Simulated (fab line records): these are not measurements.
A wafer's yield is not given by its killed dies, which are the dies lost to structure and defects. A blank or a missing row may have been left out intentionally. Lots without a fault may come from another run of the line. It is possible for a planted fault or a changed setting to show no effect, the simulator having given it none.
A sampling plan put to the test	flow sky130	one fab line, 31 faults that these records tell of, each judged on the records of the lots that it struck; 13 more are left out, because the records don't allow judging them
The plan is the line's own looks: the steps of the route at which a gauge or an inspection reads the wafer and doesn't change it. Where struck wafers have a number at a look and the file lists that look's usual mean and standard deviation on fault-free wafers, the look can be judged. Caught: the struck wafers' mean, at a look after the fault's first step, is 4 or more of those standard deviations (sigma) away from the usual mean. On the tool: the same test on the tool's own readings at the fault's steps. Caught also covers a different recipe on the struck wafers, or a record left blank for those wafers only.

== THE FAULTS, as the simulator had put them in ==
1. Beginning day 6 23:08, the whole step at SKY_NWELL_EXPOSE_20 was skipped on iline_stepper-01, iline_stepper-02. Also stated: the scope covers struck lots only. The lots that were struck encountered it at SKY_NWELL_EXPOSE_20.
2. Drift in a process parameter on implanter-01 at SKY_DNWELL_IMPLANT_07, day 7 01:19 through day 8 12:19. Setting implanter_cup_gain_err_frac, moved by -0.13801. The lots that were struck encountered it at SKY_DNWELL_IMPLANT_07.
3. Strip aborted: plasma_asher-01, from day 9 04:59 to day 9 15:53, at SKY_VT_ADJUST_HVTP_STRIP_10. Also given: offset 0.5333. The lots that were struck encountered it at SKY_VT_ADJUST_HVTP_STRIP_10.
4. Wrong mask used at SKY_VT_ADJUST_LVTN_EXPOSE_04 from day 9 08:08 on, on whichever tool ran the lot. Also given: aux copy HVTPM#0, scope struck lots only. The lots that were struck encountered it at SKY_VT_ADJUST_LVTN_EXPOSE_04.
5. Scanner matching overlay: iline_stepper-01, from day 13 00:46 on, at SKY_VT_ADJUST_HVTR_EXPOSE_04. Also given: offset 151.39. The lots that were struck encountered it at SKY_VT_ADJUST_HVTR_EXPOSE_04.
6. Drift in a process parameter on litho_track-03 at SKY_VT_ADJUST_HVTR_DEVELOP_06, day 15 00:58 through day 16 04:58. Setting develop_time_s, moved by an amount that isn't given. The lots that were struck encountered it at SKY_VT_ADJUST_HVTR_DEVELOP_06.
7. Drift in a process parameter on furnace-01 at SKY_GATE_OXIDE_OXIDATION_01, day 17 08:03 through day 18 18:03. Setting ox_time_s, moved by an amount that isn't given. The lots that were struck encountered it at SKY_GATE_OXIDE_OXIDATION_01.
8. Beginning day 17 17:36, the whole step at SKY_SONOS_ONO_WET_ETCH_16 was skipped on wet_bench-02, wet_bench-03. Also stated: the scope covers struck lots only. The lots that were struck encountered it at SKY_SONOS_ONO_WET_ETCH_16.
9. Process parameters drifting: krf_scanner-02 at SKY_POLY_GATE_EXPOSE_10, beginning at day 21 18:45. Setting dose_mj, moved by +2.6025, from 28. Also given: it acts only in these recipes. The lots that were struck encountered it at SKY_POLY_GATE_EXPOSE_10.
10. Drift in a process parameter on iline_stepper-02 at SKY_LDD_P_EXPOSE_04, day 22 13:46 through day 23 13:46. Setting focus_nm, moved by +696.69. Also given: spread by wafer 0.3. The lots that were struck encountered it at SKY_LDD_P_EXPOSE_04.
11. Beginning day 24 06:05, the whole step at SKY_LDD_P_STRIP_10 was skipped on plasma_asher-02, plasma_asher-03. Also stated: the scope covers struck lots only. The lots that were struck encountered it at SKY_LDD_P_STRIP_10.
12. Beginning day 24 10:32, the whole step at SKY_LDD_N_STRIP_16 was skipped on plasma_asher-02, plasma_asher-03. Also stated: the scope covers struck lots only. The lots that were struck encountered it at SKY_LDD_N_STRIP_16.
13. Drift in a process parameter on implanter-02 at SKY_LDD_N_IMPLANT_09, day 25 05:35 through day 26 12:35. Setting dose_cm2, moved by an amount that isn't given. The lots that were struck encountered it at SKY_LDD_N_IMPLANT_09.
14. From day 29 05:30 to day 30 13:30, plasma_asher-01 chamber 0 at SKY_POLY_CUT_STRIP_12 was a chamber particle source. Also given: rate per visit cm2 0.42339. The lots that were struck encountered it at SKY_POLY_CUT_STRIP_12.
15. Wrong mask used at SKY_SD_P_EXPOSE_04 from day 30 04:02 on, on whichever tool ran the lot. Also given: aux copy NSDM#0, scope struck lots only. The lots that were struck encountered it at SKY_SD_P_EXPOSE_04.
16. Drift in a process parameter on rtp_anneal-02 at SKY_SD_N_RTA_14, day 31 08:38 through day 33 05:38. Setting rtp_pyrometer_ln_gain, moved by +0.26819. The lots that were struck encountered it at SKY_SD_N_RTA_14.
17. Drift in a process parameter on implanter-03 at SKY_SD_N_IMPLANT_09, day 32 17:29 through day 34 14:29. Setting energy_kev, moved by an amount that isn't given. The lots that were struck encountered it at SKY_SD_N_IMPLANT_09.
18. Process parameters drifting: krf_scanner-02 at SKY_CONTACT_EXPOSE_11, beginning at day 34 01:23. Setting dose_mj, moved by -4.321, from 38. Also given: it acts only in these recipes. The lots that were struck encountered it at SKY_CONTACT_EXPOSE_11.
19. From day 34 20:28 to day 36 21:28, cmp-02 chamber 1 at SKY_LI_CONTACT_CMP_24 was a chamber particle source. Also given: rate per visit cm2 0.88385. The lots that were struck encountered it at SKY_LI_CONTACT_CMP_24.
20. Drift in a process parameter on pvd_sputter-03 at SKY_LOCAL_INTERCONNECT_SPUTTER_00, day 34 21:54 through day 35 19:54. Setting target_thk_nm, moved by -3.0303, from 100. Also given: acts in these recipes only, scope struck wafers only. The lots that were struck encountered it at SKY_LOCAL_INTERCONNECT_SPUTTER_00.
21. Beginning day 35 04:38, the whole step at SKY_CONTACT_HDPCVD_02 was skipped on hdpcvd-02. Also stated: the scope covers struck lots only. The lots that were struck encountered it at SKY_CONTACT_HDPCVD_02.
22. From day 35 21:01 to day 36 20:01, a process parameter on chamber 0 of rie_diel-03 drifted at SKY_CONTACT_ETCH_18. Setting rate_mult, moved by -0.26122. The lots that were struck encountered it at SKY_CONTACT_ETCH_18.
23. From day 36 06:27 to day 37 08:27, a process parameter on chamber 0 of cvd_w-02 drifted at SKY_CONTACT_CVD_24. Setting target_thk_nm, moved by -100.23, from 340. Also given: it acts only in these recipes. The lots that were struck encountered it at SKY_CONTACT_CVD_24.
24. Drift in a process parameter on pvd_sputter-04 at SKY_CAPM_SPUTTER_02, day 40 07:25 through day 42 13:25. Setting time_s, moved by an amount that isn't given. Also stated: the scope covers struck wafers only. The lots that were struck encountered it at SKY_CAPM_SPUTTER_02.
25. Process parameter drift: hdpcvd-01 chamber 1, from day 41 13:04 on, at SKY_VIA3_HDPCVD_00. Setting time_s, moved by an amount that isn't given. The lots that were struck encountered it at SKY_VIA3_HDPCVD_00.
26. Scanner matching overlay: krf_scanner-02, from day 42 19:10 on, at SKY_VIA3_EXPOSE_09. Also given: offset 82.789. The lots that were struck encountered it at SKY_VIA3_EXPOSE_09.
27. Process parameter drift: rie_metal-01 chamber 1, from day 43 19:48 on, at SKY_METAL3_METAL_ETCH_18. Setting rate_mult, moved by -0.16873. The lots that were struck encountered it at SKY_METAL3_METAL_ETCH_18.
28. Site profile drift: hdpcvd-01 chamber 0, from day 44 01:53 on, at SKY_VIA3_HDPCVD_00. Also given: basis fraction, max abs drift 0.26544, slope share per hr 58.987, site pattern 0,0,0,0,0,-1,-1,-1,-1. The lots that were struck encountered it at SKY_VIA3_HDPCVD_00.
29. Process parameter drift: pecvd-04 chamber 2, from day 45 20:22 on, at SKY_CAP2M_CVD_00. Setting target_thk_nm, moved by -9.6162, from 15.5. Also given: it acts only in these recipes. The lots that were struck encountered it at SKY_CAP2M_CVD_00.
30. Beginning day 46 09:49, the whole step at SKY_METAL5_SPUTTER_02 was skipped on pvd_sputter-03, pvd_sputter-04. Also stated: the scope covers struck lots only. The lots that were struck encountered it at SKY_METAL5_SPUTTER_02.
31. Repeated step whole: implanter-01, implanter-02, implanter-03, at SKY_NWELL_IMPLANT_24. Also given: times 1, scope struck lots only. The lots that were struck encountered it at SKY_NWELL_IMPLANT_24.

== WHAT THE PLAN SAW ==
fault	on the tool itself	first look that catches it	reading, sigma	median hours from its first step to that look	hours from the fault's start to the first struck lot there	judged looks passed uncaught
1	no reading that can be judged	no look after it can be judged	-	-	-	0
2	no reading that can be judged	SKY_DNWELL_TW_MEAS_09	DNWELL_TW +4.8	0.2	3	0
3	oes_product_au +49 sigma	SKY_VT_ADJUST_LVTN_TW_MEAS_10	VT_ADJUST_LVTN_TW -99 or beyond	24.0	35	0
4	under 2 sigma	SKY_VT_ADJUST_LVTN_TW_MEAS_10	VT_ADJUST_LVTN_TW -99 or beyond	11.5	14	0
5	under 2 sigma	SKY_VT_ADJUST_HVTR_OVL_MEAS_08	VT_ADJUST_HVTR_OVL +99 or beyond	14.8	25	0
6	no reading that can be judged	SKY_VT_ADJUST_HVTR_CD_MEAS_07	cd_nm -14	0.2	2	0
7	under 2 sigma	SKY_GATE_OXIDE_THK_MEAS_02	GATE_OXIDE_OXIDATION_00_THK +15	1.4	12	0
8	the tool's record is blank for the struck wafers	no look after it can be judged	-	-	-	0
9	exposure_dose_mJ_cm2 +55 sigma	SKY_POLY_GATE_CD_MEAS_13	cd_nm -10	15.1	25	0
10	exposure_dose_mJ_cm2 +8.7 sigma	none of the 2 looks that can be judged after it	strongest: cd_nm at SKY_LDD_P_CD_MEAS_07, -2.4	-	-	2
11	the tool's record is blank for the struck wafers	SKY_LDD_HVN_TW_MEAS_10	LDD_HVN_TW -73	29.6	36	0
12	the tool's record is blank for the struck wafers	SKY_LDD_P_TW_MEAS_11	LDD_P_TW -92	30.0	30	0
13	dose_ions_cm2 -99 or beyond sigma	no look after it can be judged	-	-	-	0
14	under 2 sigma	not the one look that can be judged after it	-	-	-	1
15	no reading that can be judged	SKY_SD_P_TW_MEAS_11	SD_P_TW -73	14.6	17	0
16	lamp_power_pct -19 sigma	SKY_SD_N_RS_MEAS_16	SD_N_RS +47	0.2	10	0
17	beam_energy_keV +99 or beyond sigma	SKY_SD_N_TW_MEAS_12	SD_N_TW +6.7	0.4	7	0
18	exposure_dose_mJ_cm2 -65 sigma	SKY_CONTACT_CD_MEAS_14	cd_nm -14	13.1	14	0
19	under 2 sigma	no look after it can be judged	-	-	-	0
20	under 2 sigma	none of the 4 looks that can be judged after it	strongest: LOCAL_INTERCONNECT_TIN_RS at SKY_LOCAL_INTERCONNECT_RS_MEAS_01, +2.7	-	-	4
21	the tool's record is blank for the struck wafers	not the one look that can be judged after it	strongest: CONTACT_BOW at SKY_CONTACT_BOW_MEAS_05, -3.1	-	-	1
22	under 2 sigma	no look after it can be judged	-	-	-	0
23	under 2 sigma	SKY_CONTACT_RS_MEAS_25	CONTACT_W_RS +33	0.1	13	0
24	under 2 sigma	SKY_CAPM_RS_MEAS_03	CAPM_TIN_RS +4.5	0.1	2	0
25	run_length_s +99 or beyond sigma	SKY_VIA3_THK_MEAS_01	VIA3_HDPCVD_THK +13	0.2	22	0
26	under 2 sigma	SKY_VIA3_OVL_MEAS_13	VIA3_OVL +13	11.5	38	0
27	under 2 sigma	not the one look that can be judged after it	-	-	-	1
28	no reading that can be judged	SKY_VIA3_THK_MEAS_01	VIA3_HDPCVD_THK -9.3	0.2	4	0
29	under 2 sigma	SKY_CAP2M_THK_MEAS_01	CAP2M_CVD_00_THK -35	0.0	9	0
30	the tool's record is blank for the struck wafers	SKY_METAL5_RS_MEAS_05	METAL5_ALCU_RS +99 or beyond	0.1	10	0
31	under 2 sigma	SKY_NWELL_TW_MEAS_26	NWELL_2_TW +20	0.6	-	0
A dash: this means the fault isn't caught or the number doesn't appear in these records.

Caught at a look: 21 of 31. Caught on the tool: 13 of 31. By one or the other: 25 of 31.
On the tool alone, faults 8, 10, 13, 21 were caught.
Caught at a look alone: faults 2, 4, 5, 6, 7, 15, 23, 24, 26, 28, 29, 31.
Caught by neither: faults 1, 14, 19, 20, 22, 27.

== THINNER SAMPLING ==
Were the look that catches a fault to measure just every second or every third lot (counted by lot number), the first struck lot would, at worst, be measured this late:
fault	struck lots at that look, in order of time	every lot	every second lot	every third lot
2	L641, L642	3 h	7 h	may miss all 2
3	L686	35 h	may miss it	may miss it
4	L924	14 h	may miss it	may miss it
5	L876, L877, L878	25 h	44 h	47 h
6	L221, L223	2 h	may miss all 2	may miss all 2
7	L863, L864	12 h	12 h	may miss all 2
9	L212, L214	25 h	may miss all 2	may miss all 2
11	L465, L464, L466	36 h	40 h	41 h
12	L284, L285, L286	30 h	35 h	39 h
15	L879	17 h	may miss it	may miss it
16	L424, L426	10 h	may miss all 2	may miss all 2
17	L942, L945	7 h	32 h	may miss all 2
18	L469, L474	14 h	48 h	may miss all 2
23	L965, L967	13 h	may miss all 2	may miss all 2
24	L748	2 h	may miss it	may miss it
25	L476	22 h	may miss it	may miss it
26	L335, L334	38 h	40 h	may miss all 2
28	L655	4 h	may miss it	may miss it
29	L206	9 h	may miss it	may miss it
30	L365, L367	10 h	may miss all 2	may miss all 2
Hours are from the fault's start to the first struck lot that is measured. 4 sigma limit: tested on the pooled struck wafers, so a lone lot may be under it. Other struck lots may not be in these records.

== THE LONGEST TIMED WAY FROM STEP TO LOOK ==
Fault 12: a median of 30.0 hours passes between SKY_LDD_N_STRIP_16 and SKY_LDD_P_TW_MEAS_11. No look between them can be judged.
